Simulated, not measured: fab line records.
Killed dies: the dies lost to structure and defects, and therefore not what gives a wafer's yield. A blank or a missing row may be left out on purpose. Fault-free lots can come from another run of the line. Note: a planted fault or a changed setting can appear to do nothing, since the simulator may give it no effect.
Matching of chambers -- flow sky130 -- SKY_VIA2_CMP_24 on cmp-02: 4 sister chambers
The step polishes, stops on SiO2, t overpolish 20 s, target thk 0 nm. 4 wafers are shown with their chamber, then 12 later ones without.

WAFERS WITH THEIR CHAMBER
wafer,chamber,motor-current-A (A)
L092.2,2,9.5
L092.1,1,9.3
L092.4,0,8.1
L092.6,3,12.2

WAFERS WITH NO CHAMBER GIVEN
wafer,motor-current-A (A)
L093.2,12.3
L093.3,10.1
L093.5,8.5
L095.3,11.9
L095.4,9.1
L095.6,11.9
L095.1,9.9
L095.2,9.7
L095.5,8.4
L097.2,8.9
L097.3,12.4
L097.4,9.8

CHAMBER TAKEN BY EACH
wafer,from the rows above,in truth
L093.2,3,3
L093.3,can't be placed: 2 or 1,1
L093.5,can't be placed: 0 or 1 or 2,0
L095.3,3,3
L095.4,can't be placed: 1 or 2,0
L095.6,3,3
L095.1,can't be placed: 2 or 1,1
L095.2,can't be placed: 2 or 1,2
L095.5,can't be placed: 0 or 1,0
L097.2,can't be placed: 1 or 2 or 0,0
L097.3,3,3
L097.4,can't be placed: 2 or 1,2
Correct placement for 4 of the 12. Can't be placed from these rows: 8 (the true chamber is among the candidates in 7). Placed wrongly: 0.
How it was worked out, from the rows above alone: a wafer's distance from a chamber is the root of the sum, over the readings, of the square of ((its reading less the chamber's mean) divided by the reading's scatter). The wafer belongs to the nearest chamber; if the next one is less than 2 further off, it can't be placed. Each chamber's mean is taken over the wafers shown for it. The scatter (one wafer shown for each chamber): square how far every hidden wafer sits from the nearest shown wafer, average those squares and take the square root.
